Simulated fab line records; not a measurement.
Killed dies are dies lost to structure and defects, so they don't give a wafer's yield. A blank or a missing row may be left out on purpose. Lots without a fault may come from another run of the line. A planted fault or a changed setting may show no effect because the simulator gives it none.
A single fault, viewed from 2 desks + flow sky130 + what lay behind the numbers comes last; until then each desk has only its own

## FROM THE METROLOGY DESK
What the gauges read for every lot (on any tool): the sampled wafers with a number, averaged. A lot is out of limits, marked OUT, if its mean lies more than 4 standard deviations from the usual mean; the brackets give that distance.
Columns: A = POLY_GATE_OXIDATION_THK at SKY_POLY_GATE_THK_MEAS_21, usual 4.01 nm; B = cdNm at SKY_POLY_GATE_CD_MEAS_22, usual 150.2 nm; C = LDD_N_OVL at SKY_LDD_N_OVL_MEAS_07, usual -0.6 nm
| lot  | first seen here | A    | B     | C    |
|------|-----------------|------|-------|------|
| L235 | day 16 14:56    | 3.92 | 151.7 | -2.9 |
| L237 | day 17 02:57    | 3.92 | 151.3 | 0.3  |
| L245 | day 20 02:58    | 3.96 | 152.1 | -0.5 |
| L247 | day 20 22:46    | 4.05 | 155.2 | -1.6 |
| L255 | day 23 17:02    | 3.92 | 150.3 | -0.4 |
| L258 | day 24 12:31    | 3.99 | 149.7 | -1.1 |
This desk's verdict: no lot among the 6 shows anything out of limits.

## THE TOOL OWNER'S DESK: implanter-01
SKY_LDD_N_IMPLANT_09, tool's own readings: per-lot mean of the sampled wafers with a number, covering each lot this tool ran. A lot is out of limits, marked OUT, if its mean lies more than 4 standard deviations from the usual mean; the brackets give that distance.
Columns: A = beamEnergyKeV at SKY_LDD_N_IMPLANT_09, usual 19.998
| lot  | first seen here | A                        |
|------|-----------------|--------------------------|
| L237 | day 18 08:12    | 20.004                   |
| L245 | day 21 10:09    | 17.784 (-99 or more) OUT |
| L247 | day 22 05:00    | 17.780 (-99 or more) OUT |
This desk's verdict: out of limits on L245, L247, starting with L245 at day 21 10:09 (beamEnergyKeV at SKY_LDD_N_IMPLANT_09). L237: within limits.

## PUT TOGETHER
At day 21 10:09, on L245, L247, the tool owner's desk was in a position to raise an alarm.
At the metrology desk, nothing out of limits was observed.
The metrology desk holds a record of L245, L247, inside its limits.
The lots listed all ran SKY_LDD_N_IMPLANT_09 on implanter-01.

## WHAT HAD BEEN PUT IN BY THE SIMULATOR
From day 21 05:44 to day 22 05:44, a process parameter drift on implanter-01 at SKY_LDD_N_IMPLANT_09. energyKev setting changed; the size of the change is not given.
Struck lots among those shown: L245, L247.
Each desk's first reading out of limits, in hours after the fault started: the tool owner's desk, 4.
